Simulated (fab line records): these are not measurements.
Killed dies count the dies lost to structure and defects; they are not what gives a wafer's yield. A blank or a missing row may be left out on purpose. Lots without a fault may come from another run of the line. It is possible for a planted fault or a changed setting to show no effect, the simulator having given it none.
Which tool did it? + flow sky130 + 39 wafers from 13 lots sampled at 3 of the route's 708 steps

== WHAT THE GAUGES READ, wafer by wafer ==
SKY_LDD_HVN_OVL_MEAS_07. Usual: LDD_HVN_OVL -0.5 nm, standard deviation 1.7.
| lot  | measured     | on         | LDD_HVN_OVL (nm) | flag |
|------|--------------|------------|------------------|------|
| L982 | day 19 20:37 | overlay-01 | -0.8 0.3 0.2     |      |
| L983 | day 20 08:32 | overlay-01 | 1.3 -0.2 -1.2    |      |
| L985 | day 21 06:56 | overlay-02 | -1.4 -0.8 -0.4   |      |
| L986 | day 21 19:31 | overlay-01 | -0.3 -1.4 -2.5   |      |
| L988 | day 22 08:53 | overlay-02 | -0.6 -1.4 -1.8   |      |
| L990 | day 23 00:41 | overlay-02 | 0.5 0.7 -0.7     |      |
| L991 | day 23 06:44 | overlay-01 | -0.2 1.3 1.0     |      |
| L993 | day 24 07:26 | overlay-02 | 0.2 -1.0 0.2     |      |
| L994 | day 24 16:19 | overlay-02 | -0.8 -1.6 -2.1   |      |
| L997 | day 25 10:50 | overlay-02 | 3.3 2.5 2.1      |      |
| L998 | day 26 06:49 | overlay-01 | -0.1 -1.6 -2.1   |      |
| L102 | day 27 06:58 | overlay-01 | -3.5 -0.7 -2.4   |      |
| L103 | day 27 23:13 | overlay-02 | -3.3 -3.5 -1.8   |      |

SKY_LDD_LDN_OVL_MEAS_07. Usual: LDD_LDN_OVL 0.5 nm, standard deviation 1.7.
| lot  | measured     | on         | LDD_LDN_OVL (nm) | flag |
|------|--------------|------------|------------------|------|
| L982 | day 22 10:04 | overlay-01 | 3.0 4.0 2.1      |      |
| L983 | day 22 20:46 | overlay-02 | -0.1 0.7 -0.6    |      |
| L985 | day 23 20:38 | overlay-01 | -0.8 -0.3 -1.1   |      |
| L986 | day 24 07:53 | overlay-02 | -1.8 -1.1 -1.8   |      |
| L988 | day 24 21:20 | overlay-01 | 0.9 2.1 1.6      |      |
| L990 | day 25 11:08 | overlay-02 | 1.4 1.4 2.6      |      |
| L991 | day 25 17:38 | overlay-02 | -1.7 -1.9 -1.9   |      |
| L993 | day 26 16:53 | overlay-01 | -1.7 -3.3 -2.8   |      |
| L994 | day 27 02:11 | overlay-01 | 2.1 1.8 1.6      |      |
| L997 | day 27 20:49 | overlay-01 | -0.1 0.4 -0.4    |      |
| L998 | day 28 16:59 | overlay-01 | 0.1 1.5 1.6      |      |
| L102 | day 29 15:34 | overlay-01 | 0.3 0.8 0.1      |      |
| L103 | day 30 07:53 | overlay-02 | -1.9 -2.7 -1.5   |      |

== TOOL THAT RAN EACH LOT (tool first, then ch and the chambers of the sampled wafers, then the start) ==
| lot  | SKY_LDD_HVP_STRIP_09                 |
|------|--------------------------------------|
| L982 | plasma-asher-02 ch 0,1, day 21 03:37 |
| L983 | plasma-asher-03 ch 0,1, day 21 14:44 |
| L985 | plasma-asher-02 ch 0,1, day 22 13:31 |
| L986 | plasma-asher-04 ch 0,1, day 23 01:46 |
| L988 | plasma-asher-02 ch 0,1, day 23 15:46 |
| L990 | plasma-asher-04 ch 0,1, day 24 06:53 |
| L991 | plasma-asher-03 ch 0,1, day 24 12:49 |
| L993 | plasma-asher-02 ch 0,1, day 25 11:49 |
| L994 | plasma-asher-02 ch 0,1, day 25 21:32 |
| L997 | plasma-asher-04 ch 0,1, day 26 15:58 |
| L998 | plasma-asher-04 ch 0,1, day 27 12:29 |
| L102 | plasma-asher-04 ch 0,1, day 28 11:34 |
| L103 | plasma-asher-04 ch 0,1, day 29 03:58 |
- SKY_LDD_HVP_STRIP_09: strips in O2/N2.

== WHAT THE TOOLS THEMSELVES READ (means of the sampled wafers that have a number; where no wafer has one, the mark that the record gives instead) ==
SKY_LDD_HVP_STRIP_09. Usual: drypump-motor-current-A 5.5 A, standard deviation 0.32; oes-product-au 0.408 a.u., standard deviation 0.0048; strip-time-to-endpoint-s 4.133 s, standard deviation 0.014.
| lot  | tool            | drypump-motor-current-A (A) | oes-product-au (a.u.) | strip-time-to-endpoint-s (s) | flag |
|------|-----------------|-----------------------------|-----------------------|------------------------------|------|
| L982 | plasma-asher-02 | 5.6                         | 0.410                 | 4.120                        |      |
| L983 | plasma-asher-03 | 5.6                         | 0.406                 | 4.120                        |      |
| L985 | plasma-asher-02 | 5.6                         | 0.409                 | 4.145                        |      |
| L986 | plasma-asher-04 | 5.1                         | 0.408                 | 4.130                        |      |
| L988 | plasma-asher-02 | 5.6                         | 0.404                 | 4.125                        |      |
| L990 | plasma-asher-04 | 5.2                         | 0.405                 | 4.124                        |      |
| L991 | plasma-asher-03 | 5.6                         | 0.406                 | 4.115                        |      |
| L993 | plasma-asher-02 | 5.6                         | 0.407                 | 4.133                        |      |
| L994 | plasma-asher-02 | 5.6                         | 0.404                 | 4.117                        |      |
| L997 | plasma-asher-04 | 5.1                         | 0.408                 | 4.126                        |      |
| L998 | plasma-asher-04 | 5.1                         | 0.412                 | 4.160                        |      |
| L102 | plasma-asher-04 | 5.3                         | 0.407                 | 4.138                        |      |
| L103 | plasma-asher-04 | 5.1                         | 0.407                 | 4.125                        |      |

== THE ANSWER, worked out from the rows above alone ==
Rule: a lot is off if the mean of its wafers that have a number lies more than 3 standard deviations from the usual mean. A lot without any number at a reading at which 4 lots or more have one is off too. Where the step has rows for the other lots, those lots are counted as sound. Order of review: gauges by route order, followed by the tools' own readings, for which a lot's mean as printed above is used. At the first step where some lot is off, the reading lying furthest off is the one used; lots without a number count as furthest.
None of the lots is off at any reading shown; this tells nothing.

== WHAT THE SIMULATOR HAD PUT IN ==
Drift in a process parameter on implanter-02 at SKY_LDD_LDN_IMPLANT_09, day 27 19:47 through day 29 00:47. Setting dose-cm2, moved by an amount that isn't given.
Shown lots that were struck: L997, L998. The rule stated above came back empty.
